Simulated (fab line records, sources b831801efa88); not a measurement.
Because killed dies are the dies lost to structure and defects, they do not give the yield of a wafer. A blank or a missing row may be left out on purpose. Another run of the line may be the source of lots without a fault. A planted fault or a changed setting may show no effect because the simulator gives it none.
A lot that was struck, set against a sound lot	flow sky130	17 out of 708 route steps
Sound: wafers L344.1, L344.3, L344.5. Struck: wafer L345.5 (L345.4, L345.6, from the same lot, were not struck and are left out); the cause is given at the end.
Order at every step that has rows: each side's tool, ch and its chambers, its first start. Under that, the readings that differ: sound wafers	struck wafers	difference of the means	sigmas: that difference in standard deviations of wafers without a fault.
alike: same words and numbers on both sides, and readings whose means sit less than 2 such deviations apart. not compared: any withheld reading, any reading some wafer has no value for, any bound like >300 that may hide the same value, and any number with overlapping values for which the record gives no deviation.
A row with sigmas, a row that says differs or no value, or rows on one side alone: a step with any of these is where the two part. Numbers that have no deviation but don't overlap get no sigmas and don't part them. A reading that every wafer of one side lacks parts them only if that side has two wafers or more.

first, 2 steps without rows for these wafers: SKY_LOCAL_INTERCONNECT_PEB_09; SKY_LOCAL_INTERCONNECT_DEVELOP_10 (develop time 60 s).
SKY_LOCAL_INTERCONNECT_CD_MEAS_11 targets a cd of 170 nm.
  sound: cdSem-01 at day 34 06:28; struck: cdSem-01 at day 35 02:28
  alike: cdNm
SKY_LOCAL_INTERCONNECT_OVL_MEAS_12:
  sound: overlay-02 at day 34 06:35; struck: overlay-02 at day 35 02:32
reading	sound	struck	difference	sigmas
LOCAL_INTERCONNECT_OVL (nm)	-11 -9 -2	7	+14	+2
SKY_LOCAL_INTERCONNECT_ETCH_13: etches BARC in N2/H2, stops on SiO2, time 45.9 s, target depth 60 nm.
  sound on rieMetal-01 ch 0, day 34 06:38; struck on rieMetal-03 ch 0, day 35 02:35
  alike: drypumpMotorCurrentA, oesProductAu, throttleValvePct
  not compared: rfHoursCounterH
SKY_LOCAL_INTERCONNECT_METAL_ETCH_14: etches TiN in Cl2/BCl3, stops on PSG, target depth 110 nm, time 31.4 s.
  sound on rieMetal-01 ch 0, day 34 06:45; struck on rieMetal-03 ch 0, day 35 02:38
  alike: drypumpMotorCurrentA, oesProductAu, throttleValvePct
  not compared: rfHoursCounterH
SKY_LOCAL_INTERCONNECT_STRIP_15: strips in O2/N2.
  sound on plasmaAsher-03 ch 0,1, day 34 06:51; struck on plasmaAsher-04 ch 1, day 35 02:42
  alike: drypumpMotorCurrentA, oesProductAu, stripTimeToEndpointS
  not compared: rfHoursCounterH
then, 3 steps without rows for these wafers: SKY_LOCAL_INTERCONNECT_STRIP_16 (strips in post etch residue remover, time 1200 s); SKY_LOCAL_INTERCONNECT_CLEAN_17 (cleans in IPA, time 180 s); SKY_LOCAL_INTERCONNECT_CLEAN_18 (cleans in O3/DIW).
SKY_CONTACT_CVD_00: deposits Si3N4, target thk 75 nm.
  sound on pecvd-04 ch 0,2, day 34 07:29; struck on pecvd-04 ch 2, day 35 03:17
  alike: heaterPowerW
SKY_CONTACT_THK_MEAS_01:
  sound: filmMetro-01 at day 34 07:31; struck: filmMetro-02 at day 35 03:20
  alike: CONTACT_CVD_00_THK
SKY_CONTACT_HDPCVD_02: deposits SiO2, target thk 565 nm, time 94.2 s.
  sound on hdpcvd-02 ch 0,1,2, day 34 07:35; struck on hdpcvd-02 ch 1, day 35 03:23
reading	sound	struck	difference	sigmas
runLengthS (s)	121.7 122.8 122.9	126.7	+4.2	+7
model.SiO2_of_CONTACT_HDPCVD_02.thkNm (nm)	560.1 561.8 555.2	595.8	+36.8	
SKY_CONTACT_THK_MEAS_03:
  sound: filmMetro-03 at day 34 07:39; struck: filmMetro-01 at day 35 03:27
reading	sound	struck	difference	sigmas
CONTACT_HDPCVD_THK (nm)	560 562 555	596	+37	+6
SKY_CONTACT_CMP_04: polishes SiO2.
  sound on cmp-02 ch 0,1,3, day 34 07:43; struck on cmp-01 ch 3, day 35 03:30
reading	sound	struck	difference	sigmas
motorCurrentA (A)	11.7 13.4 10.8	13.9	+1.9	+3
timeToEndpointS (s)	83 82 79	98	+17	+4
  alike: slurryFilterDpKPa
SKY_CONTACT_BOW_MEAS_05:
  sound: filmMetro-01 at day 34 08:01; struck: filmMetro-03 at day 35 03:52
  alike: CONTACT_BOW
next, for these wafers, 1 step has no rows: SKY_PAD_OPEN_PROBE_99.

== WHERE THEY PART ==
At SKY_LOCAL_INTERCONNECT_OVL_MEAS_12 first; at SKY_CONTACT_CMP_04 last (within this record only). Later steps at which nothing parts them and some readings are alike: SKY_CONTACT_BOW_MEAS_05.

WHY: what had been put in by the simulator
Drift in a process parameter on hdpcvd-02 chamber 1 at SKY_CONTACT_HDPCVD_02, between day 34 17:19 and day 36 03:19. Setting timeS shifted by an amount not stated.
